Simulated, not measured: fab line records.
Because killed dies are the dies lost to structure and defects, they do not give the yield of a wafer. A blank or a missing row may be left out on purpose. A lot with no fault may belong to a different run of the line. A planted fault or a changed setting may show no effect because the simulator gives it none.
A struck lot beside a sound one | flow gf180mcu | 27 steps out of a route of 602
Sound: the wafers L203.4, L203.5, L203.6. Wafers L191.2, L191.3, L191.4 were the ones struck. At the end, the cause is stated.
Per side, at each step with rows, come the tool, then ch with its chambers, and then its first start. Under that, the readings that differ: sound wafers | struck wafers | difference of the means | sigmas: that difference in standard deviations of wafers without a fault.
alike: same words and numbers on both sides, and readings whose means sit less than 2 such deviations apart. not compared: any withheld reading, any reading some wafer has no value for, any bound like >300 that may hide the same value, and any number with overlapping values for which the record gives no deviation.
The two part at a step that has a row with sigmas, a row that says differs or no value, or rows on one side only. Numbers that don't overlap but have no deviation are shown without sigmas and don't part them. A reading missing from all wafers of one side parts the sides only when that side holds two or more wafers.

GF_NWELL_STRIP_10: strips in O2/N2.
  sound on plasma_asher-01 ch 0,1, day 8 01:31; struck on plasma_asher-04 ch 0,1, day 5 05:29
  alike: chamber_pressure_mTorr, drypump_motor_current_A, heater_power_w, oes_product_au, strip_time_to_endpoint_s
  not compared: rf_hours_counter_h
GF_NWELL_TW_MEAS_11:
  sound on film_metro-01, day 8 01:37; struck on film_metro-04, day 5 05:35
  alike: NWELL_TW
then, 7 steps without rows for these wafers: GF_LVPWELL_DEHYDRATE_00 (time 60 s); GF_LVPWELL_HMDS_01 (prime time 60 s); GF_LVPWELL_COAT_02 (resist thk 3000 nm); GF_LVPWELL_SOFTBAKE_03; GF_LVPWELL_EXPOSE_04 (exposes mask LVPWELL, target cd 600 nm); GF_LVPWELL_PEB_05; GF_LVPWELL_DEVELOP_06 (develop time 60 s).
GF_LVPWELL_OVL_MEAS_07:
  sound on overlay-02, day 8 17:58; struck on overlay-01, day 5 19:40
  alike: LVPWELL_OVL
then, 2 steps without rows for these wafers: GF_LVPWELL_IMPLANT_08; GF_LVPWELL_IMPLANT_09.
GF_LVPWELL_STRIP_10: strips in O2/N2.
  sound on plasma_asher-02 ch 0,1, day 8 18:19; struck on plasma_asher-04 ch 0,1, day 5 19:59
  no value came back on the struck wafers for any of 6 readings (chamber_pressure_mTorr (mTorr), drypump_motor_current_A (A) and others); on the sound wafers chamber_pressure_mTorr (mTorr) reads 1536.8 1535.0 1536.1
  reading                                   | sound | struck         | difference | sigmas
  model.coat_of_LVPWELL_COAT_02.thk_nm (nm) | 0 0 0 | 3006 3023 3014 | +3014      |
  not compared: rf_hours_counter_h
GF_LVPWELL_TW_MEAS_11:
  sound on film_metro-01, day 8 18:25; struck on film_metro-02, day 5 20:06
  reading    | sound       | struck      | difference | sigmas
  LVPWELL_TW | 559 559 558 | 551 550 551 | -8         | -2
then, 7 steps without rows for these wafers: GF_MVSD_DEHYDRATE_00 (time 60 s); GF_MVSD_HMDS_01 (prime time 60 s); GF_MVSD_COAT_02 (resist thk 3000 nm); GF_MVSD_SOFTBAKE_03; GF_MVSD_EXPOSE_04 (exposes mask MVSD, target cd 1000 nm); GF_MVSD_PEB_05; GF_MVSD_DEVELOP_06 (develop time 60 s).
GF_MVSD_OVL_MEAS_07:
  sound on overlay-01, day 9 11:52; struck on overlay-02, day 6 10:41
  alike: MVSD_OVL
then, 2 steps without rows for these wafers: GF_MVSD_IMPLANT_08; GF_MVSD_IMPLANT_09.
GF_MVSD_STRIP_10: strips in O2/N2.
  sound on plasma_asher-02 ch 0,1, day 9 12:13; struck on plasma_asher-01 ch 0,1, day 6 11:01
  reading                      | sound             | struck            | difference | sigmas
  oes_product_au (a.u.)        | 0.724 0.717 0.719 | 0.746 0.748 0.735 | +0.023     | +5
  strip_time_to_endpoint_s (s) | 37.04 36.95 36.96 | 81.54 81.79 81.65 | +44.68     | +99 or more
  alike: chamber_pressure_mTorr, drypump_motor_current_A, heater_power_w
  not compared: rf_hours_counter_h
GF_MVSD_TW_MEAS_11:
  sound on film_metro-02, day 9 12:19; struck on film_metro-02, day 6 11:07
  reading | sound          | struck   | difference | sigmas
  MVSD_TW | 1576 1567 1567 | 30 30 30 | -1540      | -99 or more
then, 1 step without rows for these wafers: GF_MVPSD_DEHYDRATE_00 (time 60 s).

## WHERE THEY PART
At GF_LVPWELL_STRIP_10 first; at GF_MVSD_TW_MEAS_11 last (within this record only).

WHY: what the simulator had put in
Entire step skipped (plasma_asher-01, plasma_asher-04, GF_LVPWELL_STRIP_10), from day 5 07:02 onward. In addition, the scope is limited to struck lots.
